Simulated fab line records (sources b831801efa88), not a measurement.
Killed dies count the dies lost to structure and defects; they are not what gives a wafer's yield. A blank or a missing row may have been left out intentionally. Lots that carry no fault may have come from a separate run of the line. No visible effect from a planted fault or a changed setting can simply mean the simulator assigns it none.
Which tool was responsible? | flow sky130 | 10 lots with 30 wafers sampled at 5 steps, on a route of 708 steps

## WHAT THE GAUGES SHOWED, per wafer
SKY_SD_N_TW_MEAS_12.
lot  | measured     | on           | SD_N_TW
L770 | day 28 06:55 | filmMetro-02 | 3964 3980 4006
L773 | day 29 09:18 | filmMetro-02 | 3933 3957 3953
L774 | day 29 23:59 | filmMetro-02 | 3942 3937 3963
L777 | day 30 11:25 | filmMetro-02 | 3964 3943 3953
L785 | day 33 02:23 | filmMetro-01 | 3806 3807 3809
L786 | day 33 10:55 | filmMetro-02 | 3756 3761 3769
L787 | day 33 18:16 | filmMetro-01 | 3997 4019 3998
L788 | day 34 06:04 | filmMetro-02 | 3959 3939 3942
L791 | day 34 23:48 | filmMetro-02 | 3964 3949 3967
L792 | day 35 04:31 | filmMetro-01 | 3990 4025 4017

## EACH LOT AND THE TOOL THAT RAN IT (in order: tool; ch and the chambers of the sampled wafers; start)
lot  | SKY_LDD_HVN_STRIP_09                | SKY_POLY_CUT_ETCH_10              | SKY_SD_N_IMPLANT_09             | SKY_SD_N_STRIP_11
L770 | plasmaAsher-02 ch 0,1, day 20 19:17 | rieDiel-01 ch 1,2,3, day 24 15:16 | implanter-01 ch 0, day 28 06:32 | plasmaAsher-04 ch 0,1, day 28 06:49
L773 | plasmaAsher-02 ch 0,1, day 21 22:47 | rieDiel-02 ch 1,2,3, day 25 17:58 | implanter-01 ch 0, day 29 08:55 | plasmaAsher-02 ch 0,1, day 29 09:11
L774 | plasmaAsher-02 ch 0,1, day 22 14:46 | rieDiel-01 ch 0,3, day 26 08:52   | implanter-01 ch 0, day 29 23:35 | plasmaAsher-04 ch 0,1, day 29 23:52
L777 | plasmaAsher-04 ch 0,1, day 23 03:01 | rieDiel-02 ch 0,1,2, day 26 21:31 | implanter-03 ch 0, day 30 11:01 | plasmaAsher-04 ch 0,1, day 30 11:19
L785 | plasmaAsher-04 ch 0,1, day 25 21:10 | rieDiel-01 ch 1,2,3, day 29 14:01 | implanter-01 ch 0, day 33 01:59 | plasmaAsher-03 ch 0,1, day 33 02:17
L786 | plasmaAsher-02 ch 0,1, day 26 07:31 | rieDiel-02 ch 1,2,3, day 30 00:34 | implanter-01 ch 0, day 33 10:31 | plasmaAsher-04 ch 0, day 33 10:49
L787 | plasmaAsher-04 ch 0,1, day 26 12:46 | rieDiel-01 ch 1,2,3, day 30 07:07 | implanter-03 ch 0, day 33 17:53 | plasmaAsher-04 ch 0,1, day 33 18:10
L788 | plasmaAsher-04 ch 0,1, day 26 23:07 | rieDiel-02 ch 1,3, day 30 19:02   | implanter-03 ch 0, day 34 05:40 | plasmaAsher-04 ch 1, day 34 05:58
L791 | plasmaAsher-04 ch 0,1, day 27 21:50 | rieDiel-01 ch 0,1,2, day 31 12:59 | implanter-02 ch 0, day 34 23:25 | plasmaAsher-04 ch 0,1, day 34 23:41
L792 | plasmaAsher-02 ch 0,1, day 28 05:22 | rieDiel-01 ch 0,1,2, day 31 19:16 | implanter-02 ch 0, day 35 04:08 | plasmaAsher-02 ch 0,1, day 35 04:25
- SKY_LDD_HVN_STRIP_09: strips in O2/N2.
- SKY_POLY_CUT_ETCH_10: etches BARC in N2/H2, stops on SiO2, time 45.9 s, target depth 60 nm.
- SKY_SD_N_IMPLANT_09
- SKY_SD_N_STRIP_11: strips in O2/N2.

## THE ANSWER, worked out from the rows above alone
Rule: the usual values come from the lots themselves. The widest of any qualifying gaps counts: lots, ordered by their means at a reading, are off when they make up no more than a third of the lots, leave a main group of 4 or more, and stand apart from it by 3 or more times the standard deviation of that group's means. The tables above print the reading to a certain number of digits; a main group whose means all agree to those digits is not used. Also off: a lot with no number at a reading for which 4 or more lots have one. All remaining lots with rows at the step are treated as sound.
Off: L785, L786, seen at SKY_SD_N_TW_MEAS_12 (SD_N_TW). The main group: mean 3969, standard deviation 25.
If a tool, at a process step before that reading, ran all the lots that are off and no sound lot after the first of them, it fits. Those tools and the gauges at SKY_SD_N_TW_MEAS_12 are tried in the same way. One fits: SKY_SD_N_IMPLANT_09 on implanter-01. Its last sound lot is L774 (day 29 23:35), its first lot that is off L785 (day 33 01:59): a fault that began between those two fits.

## WHAT WAS PUT IN BY THE SIMULATOR
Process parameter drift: implanter-01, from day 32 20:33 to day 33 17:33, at SKY_SD_N_IMPLANT_09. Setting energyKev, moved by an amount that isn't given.
Lots struck among those shown: L785, L786. The same result came from the rule above.
